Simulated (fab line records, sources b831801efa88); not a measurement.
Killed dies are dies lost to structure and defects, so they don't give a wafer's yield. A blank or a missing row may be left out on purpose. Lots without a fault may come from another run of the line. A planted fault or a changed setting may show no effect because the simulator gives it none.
fab line records | flow sky130
record lots=5 wafers=15 last_day=50
route steps=708 shown METAL5@671 PASSIVATION@681 PAD_OPEN@694
lots that met no fault: from a run of the same line without faults
start_h: hours from the record's first day to the start of the lot's first wafer shown | wait_h: hours since the lot's step before | " the same as in the row above | L1.1+2: a row that stands for several wafers | - no value, or no start given | * or withheld: withheld | < > ~ a bound
route shown NAME@n: a module of which the file shows steps, and the number in the route of the first | usual: mean/standard deviation of fault-free wafers | same: alike in all rows | chamber/n: place in a boat | sites: the reading at each site | _std_site: their standard deviation | _edge_site: outer sites' mean less inner sites' | radius_mm: how far each site lies from the wafer's centre | mask NAME#n: copy n | behind: the tool/chamber that last shaped the wafer | hold: why the lot was held/for how many hours/how that ended | device: the transistor (n, p or np) that didn't switch | end of line: the same wafers' tests at the end of the route | a step without rows: its recipe alone | killed: dies lost to structure and defects at the first sort, not the wafer's yield | map: a wafer's dies, x killed, . not, _ none there
set.NAME: the setting as run; set.NAME@STEP: as run at that earlier step | model.NAME: the simulator's own value behind a step, which no gauge read
lots at some steps of the route; a table a step, a row a wafer
services: from which hour (start_h, from the record's first day; less than 0 if before it) a tool's chamber was out of use, for how many hours, and why
## steps
# step SKY_METAL5_SOFTBAKE_10
# recipe temp_c=90 time_s=60 resist=NOVOLAK
# step SKY_METAL5_EXPOSE_11
# recipe mask_id=MM5 na=0.6 source_shape=conventional sigma_outer=0.6 polarization=unpolarized target_cd_nm=1600 dose_mj=190
# step SKY_METAL5_PEB_12
# recipe temp_c=withheld time_s=* resist=NOVOLAK
# step SKY_METAL5_DEVELOP_13
# recipe resist=NOVOLAK developer=TMAH develop_time_s=60 dev_temp_c=23
# step SKY_METAL5_DESCUM_14
# recipe chemistry=O2 source_power_w=150 bias_power_w=0 pressure_mtorr=10 temp_c=40 time_s=11
# usual drypump_motor_current_A=6.2/0.47 oes_product_au=1.004/0.011
# same bias_power_w=0 time_s=11
# columns lot.wafer tool chamber start_h wait_h drypump_motor_current_A oes_product_au rf_hours_counter_h
L224.1 rie_metal-04 0 1089.66 0.1 5.7 1.013 20
L224.2 " 1 " " 6.5 1.000 12
L224.4 " 1 " " 6.6 0.998 -
L228.3 rie_metal-04 0 1115.52 0.1 5.7 1.009 -
L228.5 " 0 " " 5.7 1.021 -
L228.6 " 1 " " 6.5 1.006 -
L229.2 rie_metal-02 1 1121.06 0.1 6.5 1.009 -
L229.4 " 1 " " 6.6 1.003 -
L229.6 " 1 " " 6.6 1.011 -
L234.1 rie_metal-02 0 1142.21 0.1 6.2 1.023 15
L234.3 " 0 " " 6.3 1.027 -
L234.5 " 0 " " 6.3 1.022 -
L238.2 rie_metal-04 0 1165.10 0.1 5.7 1.019 26
L238.4 " 1 " " 6.6 1.010 -
L238.6 " 0 " " 5.7 1.016 -
# step SKY_METAL5_METAL_ETCH_15
# recipe target_depth_a=12600 stop_on=SiO2 over_etch_frac=0.2 time_s=252 chemistry=Cl2/BCl3 resist_sidewall_deg=86 pressure_mtorr=10 icp_w=900 bias_w=48.5 Cl2_flow_sccm=60 bcl3_flow_sccm=30
# usual bcl3_flow_sccm=30.00/0.089 drypump_motor_current_A=6.2/0.47 oes_product_au=0.894/0.0053 throttle_valve_pct=22.264/0.0091
# same time_s=252
# columns lot.wafer tool chamber start_h wait_h bcl3_flow_sccm drypump_motor_current_A oes_product_au rf_hours_counter_h throttle_valve_pct
L224.1 rie_metal-04 0 1089.69 0.0 29.93 5.7 0.895 20 22.261
L224.2 " 1 " " 30.08 6.6 0.885 12 22.268
L224.4 " 1 " " 30.17 6.5 0.887 - 22.252
L228.3 rie_metal-04 0 1115.62 0.1 30.03 5.7 0.902 - 22.246
L228.5 " 0 " " 30.12 5.7 0.895 - 22.255
L228.6 " 1 " " 29.88 6.6 0.900 - 22.277
L229.2 rie_metal-02 1 1121.20 0.1 29.99 6.6 0.901 - 22.269
L229.4 " 1 " " 29.89 6.6 0.895 - 22.269
L229.6 " 1 " " 29.87 6.6 0.893 - 22.271
L234.1 rie_metal-02 0 1142.24 0.0 30.06 6.2 0.898 15 22.267
L234.3 " 0 " " 29.91 6.2 0.903 - 22.265
L234.5 " 0 " " 29.90 6.2 0.890 - 22.269
L238.2 rie_metal-04 0 1165.14 0.0 29.90 5.7 0.890 26 22.257
L238.4 " 1 " " 29.95 6.6 0.903 - 22.254
L238.6 " 0 " " 30.06 5.7 0.902 - 22.266
# step SKY_METAL5_STRIP_16
# recipe chemistry=O2/N2 power_w=1400 pressure_mtorr=1500 platen_temp_c=withheld o2_flow_sccm=3000 n2_flow_sccm=300 overash_fraction=0.5
# usual drypump_motor_current_A=5.4/0.34 oes_product_au=0.710/0.0043 strip_time_to_endpoint_s=13.05/0.16
# columns lot.wafer tool chamber start_h wait_h drypump_motor_current_A oes_product_au rf_hours_counter_h strip_time_to_endpoint_s
L224.1 plasma_asher-02 0 1089.93 0.2 4.9 0.715 3 12.92
L224.2 " 1 " " 5.6 0.703 3 13.21
L224.4 " 1 " " 5.6 0.715 - 13.19
L228.3 plasma_asher-01 0 1115.81 0.1 5.2 0.704 - 12.80
L228.5 " 1 " " 5.5 0.717 - 12.78
L228.6 " 0 " " 5.2 0.713 - 12.97
L229.2 plasma_asher-02 1 1121.59 0.3 5.6 0.708 6 13.12
L229.4 " 0 " " 4.9 0.706 - 13.21
L229.6 " 0 " " 4.9 0.705 - 13.11
L234.1 plasma_asher-04 1 1142.48 0.2 5.8 0.711 103 12.76
L234.3 " 1 " " 5.8 0.709 - 12.80
L234.5 " 1 " " 5.8 0.707 - 12.69
L238.2 plasma_asher-04 1 1165.37 0.2 5.8 0.709 106 13.03
L238.4 " 1 " " 5.9 0.713 - 13.20
L238.6 " 1 " " 5.8 0.719 - 13.06
# step SKY_METAL5_STRIP_17
# recipe chemistry=post_etch_residue_remover time_s=1200 temp_c=72.5
# step SKY_METAL5_CLEAN_18
# recipe chemistry=IPA time_s=180 temp_c=25
# step SKY_METAL5_CLEAN_19
# recipe chemistry=O3/DIW dry=n2_spin
# step SKY_PASSIVATION_CVD_00
# recipe material=SiO2 target_thk_nm=90 temp_c=400 time_s=withheld rf_w=600
# step SKY_PASSIVATION_THK_MEAS_01
# recipe reads=SiO2_of_PASSIVATION_CVD_00
# usual PASSIVATION_CVD_00_THK=89.8/1.3
# columns lot.wafer tool chamber start_h wait_h PASSIVATION_CVD_00_THK[nm]
L224.1 film_metro-02 - 1090.56 - 88.4
L224.2 " - " " 88.1
L224.4 " - " " 88.8
L228.3 film_metro-01 - 1116.41 - 90.2
L228.5 " - " " 90.6
L228.6 " - " " 90.9
L229.2 film_metro-01 - 1122.25 - 88.7
L229.4 " - " " 90.7
L229.6 " - " " 90.9
L234.1 film_metro-02 - 1143.09 - 88.6
L234.3 " - " " 88.1
L234.5 " - " " 90.0
L238.2 film_metro-03 - 1165.99 - 89.3
L238.4 " - " " 90.5
L238.6 " - " " 91.6
# step SKY_PASSIVATION_CVD_02
# recipe material=Si3N4 target_thk_nm=540 temp_c=400 time_s=withheld rf_w=450
# usual heater_power_w=707/120
# columns lot.wafer tool chamber start_h wait_h heater_power_w model.Si3N4_of_PASSIVATION_CVD_02.thk_nm
L224.1 pecvd-03 0 1090.62 0.1 700 523.6
L224.2 " 1 " " 636 526.8
L224.4 " 1 " " 671 534.1
L228.3 pecvd-03 2 1116.45 0.0 555 538.7
L228.5 " 2 " " 577 597.2
L228.6 " 1 " " 619 592.3
L229.2 pecvd-01 0 1122.30 0.0 936 527.9
L229.4 " 1 " " 607 536.9
L229.6 " 0 " " 978 535.5
L234.1 pecvd-04 1 1143.15 0.1 774 528.2
L234.3 " 2 " " 620 532.7
L234.5 " 1 " " 789 538.2
L238.2 pecvd-04 0 1166.04 0.0 773 538.6
L238.4 " 0 " " 773 538.9
L238.6 " 1 " " 782 545.7
# step SKY_PASSIVATION_THK_MEAS_03
# recipe reads=Si3N4_of_PASSIVATION_CVD_02
# usual PASSIVATION_CVD_02_THK=539/6.9
# columns lot.wafer tool chamber start_h wait_h hold PASSIVATION_CVD_02_THK[nm]
L224.1 film_metro-02 - 1090.95 - - 524
L224.2 " - " " - 527
L224.4 " - " " - 534
L228.3 film_metro-03 - 1116.70 - await_dispo/0.2h/release 539
L228.5 " - " " await_dispo/0.2h/release 596
L228.6 " - " " await_dispo/0.2h/release 592
L228.3 film_metro-03 - 1116.92 0.2 - 538
L228.5 " - " " - 597
L228.6 " - " " - 592
L229.2 film_metro-03 - 1122.54 - - 528
L229.4 " - " " - 537
L229.6 " - " " - 536
L234.1 film_metro-03 - 1143.38 - - 528
L234.3 " - " " - 533
L234.5 " - " " - 539
L238.2 film_metro-02 - 1166.28 - - 539
L238.4 " - " " - 539
L238.6 " - " " - 546
# step SKY_PASSIVATION_HMDS_05
# recipe prime_time_s=60 prime_temp_c=120
# step SKY_PASSIVATION_COAT_06
# recipe spin_rpm=2000 resist_thk_nm=3000
# step SKY_PASSIVATION_SOFTBAKE_07
# recipe temp_c=110 time_s=withheld
# step SKY_PASSIVATION_EXPOSE_08
# recipe mask_id=NSM target_cd_nm=3000 na=0.57 dose_mj=260
# step SKY_PASSIVATION_PEB_09
# recipe temp_c=115 time_s=withheld
# step SKY_PASSIVATION_DEVELOP_10
# recipe develop_time_s=60 dev_temp_c=23
# step SKY_PASSIVATION_ETCH_11
# recipe chemistry=CF4/O2 target_depth_nm=725 stop_on=AlCu source_w=800 bias_w=150 pressure_mtorr=150 cf4_flow_sccm=80 O2_flow_sccm=10 time_s=161.1
# step SKY_PASSIVATION_STRIP_12
# recipe chemistry=O2/N2 power_w=1400 pressure_mtorr=1500 platen_temp_c=withheld overash_fraction=0.7 o2_flow_sccm=3000 n2_flow_sccm=300
# usual drypump_motor_current_A=5.5/0.52 oes_product_au=0.661/0.0047 strip_time_to_endpoint_s=31.56/0.12
# columns lot.wafer tool chamber start_h wait_h drypump_motor_current_A oes_product_au rf_hours_counter_h strip_time_to_endpoint_s
L224.1 plasma_asher-03 0 1111.26 0.1 6.4 0.663 37 31.77
L224.2 " 1 " " 5.4 0.655 37 31.58
L224.4 " 1 " " 5.4 0.660 - 31.50
L228.3 plasma_asher-03 1 1135.69 0.1 5.4 0.656 - 31.54
L228.5 " 0 " " 6.5 0.662 - 31.64
L228.6 " 1 " " 5.4 0.657 - 31.59
L229.2 plasma_asher-02 1 1142.06 0.1 5.6 0.674 8 31.70
L229.4 " 1 " " 5.6 0.667 - 31.65
L229.6 " 1 " " 5.6 0.656 - 31.62
L234.1 plasma_asher-02 0 1161.56 0.1 4.9 0.661 10 31.52
L234.3 " 1 " " 5.6 0.659 - 31.72
L234.5 " 0 " " 4.9 0.655 - 31.61
L238.2 plasma_asher-03 0 1183.36 0.1 6.4 0.656 45 31.72
L238.4 " 0 " " 6.5 0.661 - 31.50
L238.6 " 0 " " 6.5 0.657 - 31.52
# step SKY_PAD_OPEN_DEHYDRATE_00
# recipe temp_c=200 time_s=60
# step SKY_PAD_OPEN_HMDS_01
# recipe prime_time_s=60 prime_temp_c=120
# step SKY_PAD_OPEN_COAT_02
# recipe spin_rpm=2000 resist_thk_nm=3000
# step SKY_PAD_OPEN_SOFTBAKE_03
# recipe temp_c=110 time_s=withheld
# step SKY_PAD_OPEN_EXPOSE_04
# recipe mask_id=PDM target_cd_nm=60000 na=0.57 dose_mj=260
# step SKY_PAD_OPEN_PEB_05
# recipe temp_c=115 time_s=withheld
# step SKY_PAD_OPEN_DEVELOP_06
# recipe develop_time_s=60 dev_temp_c=23
# step SKY_PAD_OPEN_ETCH_07
# recipe chemistry=CF4/O2 target_depth_nm=725 stop_on=AlCu source_w=800 bias_w=150 pressure_mtorr=150 cf4_flow_sccm=80 O2_flow_sccm=10 time_s=161.1
# usual O2_flow_sccm=10.00/0.032 drypump_motor_current_A=5.6/0.5 oes_product_au=0.974/0.0071 throttle_valve_pct=5.964/0.0095
# same time_s=161.1
# columns lot.wafer tool chamber start_h wait_h O2_flow_sccm drypump_motor_current_A oes_product_au rf_hours_counter_h throttle_valve_pct
L224.1 rie_diel-01 1 1130.80 - 10.00 5.8 0.969 24 5.953
L224.2 " 2 " " 9.96 6.2 0.956 10 5.960
L224.4 " 0 " " 10.03 5.3 0.974 19 5.968
L228.3 rie_diel-04 2 1154.66 - 10.00 5.5 0.977 23 5.964
L228.5 " 3 " " 10.06 5.3 0.972 - 5.970
L228.6 " 2 " " 10.01 5.5 0.981 - 5.984
L229.2 rie_diel-01 2 1160.25 - 10.06 6.2 0.976 11 5.952
L229.4 " 2 " " 10.04 6.2 0.968 - 5.960
L229.6 " 3 " " 9.94 6.0 0.967 - 5.965
L234.1 rie_diel-03 0 1178.93 - 10.02 6.5 0.966 18 5.969
L234.3 " 2 " " 9.98 5.2 0.966 21 5.955
L234.5 " 3 " " 10.04 5.8 0.980 - 5.961
L238.2 rie_diel-01 2 1198.30 - 9.99 6.1 0.970 13 5.981
L238.4 " 3 " " 9.98 6.0 0.976 30 5.959
L238.6 " 1 " " 10.02 5.8 0.981 - 5.974
# step SKY_PAD_OPEN_STRIP_08
# recipe chemistry=O2/N2 power_w=1400 pressure_mtorr=1500 platen_temp_c=withheld overash_fraction=0.7 o2_flow_sccm=3000 n2_flow_sccm=300
# step SKY_PAD_OPEN_STRIP_09
# recipe chemistry=post_etch_residue_remover time_s=1200 temp_c=72.5
# same time_s=1200
# columns lot.wafer tool chamber start_h wait_h model.Si3N4_of_PASSIVATION_CVD_02.thk_nm
L224.1 wet_bench-02 1 1131.01 0.1 523.3
L224.2 " 1 " " 526.4
L224.4 " 1 " " 533.7
L228.3 wet_bench-02 0 1154.87 0.0 538.3
L228.5 " 0 " " 596.8
L228.6 " 0 " " 592
L229.2 wet_bench-02 1 1160.46 0.1 527.5
L229.4 " 1 " " 536.6
L229.6 " 1 " " 535.1
L234.1 wet_bench-02 1 1179.13 0.1 527.8
L234.3 " 1 " " 532.4
L234.5 " 1 " " 537.9
L238.2 wet_bench-01 2 1198.51 0.1 538.2
L238.4 " 2 " " 538.5
L238.6 " 2 " " 545.4
# step SKY_PAD_OPEN_CLEAN_10
# recipe chemistry=IPA time_s=180 temp_c=25
# step SKY_PAD_OPEN_PROBE_99
# usual defect_limited_yield=82.6/1.9 killed_at_M0_to_M3=42/7.1 killed_at_M4_up=3.3/1.9 killed_at_contacts=24/5 killed_at_front_end=15/4.7 killed_at_other=0.3/0.61 killed_dies=86/9.6 killed_open=47/7.5 killed_short=38/6.6 sort_bin_3_pad_short=0.9/0.42 sort_bin_5_function=10.2/1.5 sort_bin_6_memory=6.3/1.1 sort_n_pass=406/9.6 sort_yield_pct=82.6/1.9
# same gross_dies=492 killed_at_back_side=0 sort_bin_4_leakage[%]=0 sort_bin_8_speed[%]=0
# columns lot.wafer tool chamber start_h wait_h hold defect_limited_yield[%] killed_at_M0_to_M3 killed_at_M4_up killed_at_contacts killed_at_front_end killed_at_other killed_dies killed_open killed_short sort_bin_3_pad_short[%] sort_bin_5_function[%] sort_bin_6_memory[%] sort_n_pass sort_yield_pct[%]
L224.1 prober-01 - 1133.12 0.1 - 80.1 49 1 34 14 0 98 52 46 1.0 11.8 7.1 394 80.1
L224.2 prober-01 - 1133.17 0.1 - 78.7 39 2 32 32 0 105 51 54 1.6 13.2 6.5 387 78.7
L224.4 prober-01 - 1133.27 0.2 - 80.7 48 3 28 16 0 95 48 47 1.4 11.8 6.1 397 80.7
L228.3 prober-01 - 1157.15 0.2 await_dispo/3.2h/release 80.1 45 4 29 20 0 98 49 49 1.2 12.2 6.5 394 80.1
L228.5 prober-01 - 1157.25 0.2 await_dispo/3.2h/release 39.2 37 1 24 12 225 299 40 34 0.4 55.9 4.5 193 39.2
L228.6 prober-01 - 1157.30 0.2 await_dispo/3.2h/release 80.9 48 2 22 12 10 94 45 38 1.6 11.4 6.1 398 80.9
L229.2 prober-02 - 1162.62 0.1 - 80.1 49 3 30 16 0 98 54 44 1.0 11.2 7.7 394 80.1
L229.4 prober-02 - 1162.72 0.2 - 78.7 63 4 27 11 0 105 60 43 1.4 11.0 8.9 387 78.7
L229.6 prober-02 - 1162.82 0.2 - 82.9 43 3 26 12 0 84 53 31 0.4 11.6 5.1 408 82.9
L234.1 prober-01 - 1181.24 0.1 - 82.1 42 2 29 14 1 88 50 35 1.0 10.6 6.3 404 82.1
L234.3 prober-01 - 1181.34 0.2 - 83.1 46 3 16 17 1 83 39 40 1.0 9.3 6.5 409 83.1
L234.5 prober-01 - 1181.44 0.2 - 85.2 31 2 25 14 1 73 38 33 1.0 9.1 4.7 419 85.2
L238.2 prober-01 - 1200.80 0.1 - 81.7 47 2 17 23 1 90 53 36 0.8 11.4 6.1 402 81.7
L238.4 prober-01 - 1200.90 0.2 - 82.3 51 3 20 13 0 87 43 44 1.6 10.4 5.7 405 82.3
L238.6 prober-01 - 1201.00 0.2 - 81.9 44 0 27 18 0 89 57 32 0.8 9.8 7.5 403 81.9
# killed by level:class
L224.1 CONTACT:geometric_particle:open=12 LI_CONTACT:geometric_particle:open=9 CONTACT:geometric_particle:short=8 VIA2:geometric_particle:open=8 VIA1:geometric_particle:short=7 VIA2:geometric_particle:short=7 METAL2:geometric_particle:short=6 VIA3:geometric_particle:open=6
L224.2 FIELD_ISO:geometric_particle:short=10 CONTACT:geometric_particle:open=10 LI_CONTACT:geometric_particle:open=8 CONTACT:geometric_particle:short=8 POLY_GATE:geometric_particle:open=7 VIA1:geometric_particle:open=7 VIA2:geometric_particle:short=6 POLY_GATE:geometric_particle:short=6
L224.4 METAL2:geometric_particle:short=12 CONTACT:geometric_particle:open=9 LI_CONTACT:geometric_particle:open=8 VIA1:geometric_particle:open=7 VIA2:geometric_particle:open=6 VIA3:geometric_particle:open=6 CONTACT:geometric_particle:short=5 VIA2:geometric_particle:short=5
L228.3 VIA1:geometric_particle:open=10 CONTACT:geometric_particle:open=9 VIA3:geometric_particle:open=9 VIA3:geometric_particle:short=8 FIELD_ISO:geometric_particle:open=6 CONTACT:geometric_particle:short=6 FIELD_ISO:geometric_particle:short=5 LI_CONTACT:geometric_particle:open=5
L228.5 PAD_OPEN:area_etch=152 PASSIVATION:area_etch=73 VIA1:geometric_particle:open=11 CONTACT:geometric_particle:open=7 VIA3:geometric_particle:open=7 LI_CONTACT:geometric_particle:open=5 LI_CONTACT:geometric_particle:short=5 CONTACT:geometric_particle:short=4
L228.6 VIA1:geometric_particle:open=11 CONTACT:geometric_particle:open=10 METAL3:geometric_particle:short=7 METAL1:geometric_particle:short=7 VIA2:geometric_particle:short=6 VIA2:geometric_particle:open=6 PASSIVATION:area_etch=6 FIELD_ISO:geometric_particle:open=5
L229.2 VIA1:geometric_particle:open=11 VIA3:geometric_particle:open=10 CONTACT:geometric_particle:open=8 LI_CONTACT:geometric_particle:open=7 LI_CONTACT:geometric_particle:short=6 METAL2:geometric_particle:short=6 VIA2:geometric_particle:open=6 VIA2:geometric_particle:short=6
L229.4 VIA1:geometric_particle:open=20 LI_CONTACT:geometric_particle:open=8 VIA2:geometric_particle:open=8 CONTACT:geometric_particle:open=8 VIA2:geometric_particle:short=6 FIELD_ISO:geometric_particle:open=5 LOCAL_INTERCONNECT:geometric_particle:short=5 METAL2:geometric_particle:short=5
L229.6 VIA1:geometric_particle:open=13 LI_CONTACT:geometric_particle:open=10 VIA3:geometric_particle:open=9 CONTACT:geometric_particle:open=7 METAL2:geometric_particle:short=6 FIELD_ISO:geometric_particle:open=5 LOCAL_INTERCONNECT:geometric_particle:short=5 METAL1:geometric_particle:short=4
L234.1 CONTACT:geometric_particle:open=16 VIA1:geometric_particle:open=12 VIA2:geometric_particle:open=8 VIA1:geometric_particle:short=7 METAL1:geometric_particle:short=6 FIELD_ISO:geometric_particle:short=5 LI_CONTACT:geometric_particle:open=4 VIA3:geometric_particle:open=4
L234.3 METAL1:geometric_particle:short=11 VIA1:geometric_particle:open=11 LI_CONTACT:geometric_particle:open=7 VIA2:geometric_particle:open=6 VIA1:geometric_particle:short=5 FIELD_ISO:geometric_particle:short=4 METAL3:geometric_particle:short=4 FIELD_ISO:geometric_particle:open=3
L234.5 CONTACT:geometric_particle:open=10 LI_CONTACT:geometric_particle:open=8 VIA1:geometric_particle:short=6 VIA2:geometric_particle:open=6 FIELD_ISO:geometric_particle:short=5 VIA1:geometric_particle:open=5 CONTACT:geometric_particle:short=4 METAL1:geometric_particle:short=4
L238.2 VIA1:geometric_particle:open=18 CONTACT:geometric_particle:open=9 VIA3:geometric_particle:open=8 POLY_GATE:geometric_particle:short=7 FIELD_ISO:geometric_particle:short=6 FIELD_ISO:geometric_particle:open=5 POLY_GATE:geometric_particle:open=4 CONTACT:geometric_particle:short=4
L238.4 METAL1:geometric_particle:short=10 CONTACT:geometric_particle:open=8 VIA1:geometric_particle:open=8 METAL2:geometric_particle:short=6 VIA3:geometric_particle:open=6 POLY_GATE:geometric_particle:open=5 LI_CONTACT:geometric_particle:open=5 VIA1:geometric_particle:short=5
L238.6 VIA1:geometric_particle:open=12 CONTACT:geometric_particle:open=11 VIA3:geometric_particle:open=8 LI_CONTACT:geometric_particle:open=7 POLY_GATE:geometric_particle:open=6 VIA2:geometric_particle:open=5 CONTACT:geometric_particle:short=5 METAL2:geometric_particle:short=5
# map L228.5 (x killed, . not)
__________.xx..x.x.._________
________.....x.x.x...._______
______.xxxxx.......xxx.._____
_____...xxx..xx.x..xxxxx.____
____.xxxxxxx.xxxxxx.x.xxx.___
___xxxxxxxxxxxxxxxxx.x.x..x__
__..xx.xx.x.xxxxxx.x...x...._
_.x.xxx.xxxxxxxxxxx.xxx......
_.x..xx.xxxxxxxxxxxxxx.x.....
_...x.xxxxxxxxxxxxxx.xxx.xxx.
_..x.xxxxxxxxxxxxxxxxxx....x.
_...xx.xxxxxxxxxxxxxxxx......
_x.xx.x.xx.xxxx..xxxxxxxx....
_..x...xx.xxxxxx.xx.xxxxxx.x.
_..xx...xxxxxxxxxxxxxx..x.x..
__.x.xxxxxx.xxxxx.xxxxx.xxxx_
___....xx..xxxxxxxxxxx.xxxx__
____.x..x..xxxx.xx.xx..x..___
_____x...xxxxx.xx.xxxx...____
______..xx....x.xx...x.._____
________........x....x_______
__________xxx.xx...._________
# map L224.2 (x killed, . not)
__________....x..x.._________
________....x..x.x.xx._______
______x.....x...x.x.x..x_____
_____xx........xx...x.xx.____
____..xx...xx..x..x.......___
___....x...x...x.........x.__
__.x........x..x...x.x.....x_
_..x.......x.....x...x.......
_.x....x.x..........x........
_.x......xxx..x......xx......
_x.x.....x.x....x..........x.
_.x...x.x...x.......x.....x..
_.........x.....x......xx.x..
_....x..x...x..............x.
_.x.......x....x...xx.....x.x
__.x........x......x....x.x._
___.......x....x..x.......x__
____x.....x..x......x..x..___
_____......x....x...x....____
______x...x....x.....x.._____
________...x.x...x.x.._______
__________.....x...._________
## services
# columns tool chamber start_h hours kind
rie_metal-04 - 1072.76 4.3 pm
plasma_asher-04 - 1074.89 2.0 repair
rie_metal-02 0 1087.01 34.1 repair
pecvd-01 1 1089.21 2.1 scheduled_down
pecvd-03 2 1089.28 2.1 scheduled_down
pecvd-01 2 1098.55 6.4 repair
rie_diel-01 1 1099.89 5.4 repair
plasma_asher-03 - 1103.54 2.8 pm
pecvd-01 - 1112.35 4.2 repair
plasma_asher-01 - 1118.21 4.0 pm
rie_diel-04 1 1118.93 3.1 repair
pecvd-03 2 1121.76 16.5 scheduled_down
pecvd-03 1 1139.33 2.1 scheduled_down
rie_diel-03 - 1141.43 15.6 pm
rie_diel-01 2 1145.57 2.4 repair
rie_diel-01 0 1146.90 17.6 repair
rie_diel-01 1 1161.13 9.0 repair
plasma_asher-01 - 1161.60 13.8 repair
rie_diel-04 3 1162.04 1.6 repair
plasma_asher-02 - 1168.18 14.6 pm
rie_diel-03 - 1178.37 0.5 repair
rie_diel-04 2 1178.46 7.2 repair
pecvd-01 0 1180.67 - clean
plasma_asher-02 - 1182.89 1.5 repair
## key
first_sign step=SKY_PASSIVATION_THK_MEAS_03 reading=visit direction=added
effect step=SKY_PASSIVATION_THK_MEAS_03 reading=PASSIVATION_CVD_02_THK direction=up sigmas=8.1 usual=539 struck=594
effect step=SKY_PAD_OPEN_PROBE_99 reading=killed_at_other direction=up sigmas=99+ usual=0.3 struck=117.5
model_effect step=SKY_PASSIVATION_CVD_02 value=Si3N4_of_PASSIVATION_CVD_02.thk_nm without=551.2 struck=594.7
model_effect step=SKY_PAD_OPEN_STRIP_09 value=Si3N4_of_PASSIVATION_CVD_02.thk_nm without=550.8 struck=594.4
more_kills_born_at SKY_PAD_OPEN_ETCH_07@rie_diel-04=156 SKY_PASSIVATION_ETCH_11@rie_diel-02=79
met_at SKY_PASSIVATION_CVD_02
struck_wafers L228.5,L228.6
onset_between 1090.62 1116.45
fault kind=process_parameter_drift tool=pecvd-03 chamber=- onset_h=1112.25 steps=SKY_PASSIVATION_CVD_02 channel=time_s offset=withheld shape=step end_h=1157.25 scope=struck_wafers_only acts_in=*
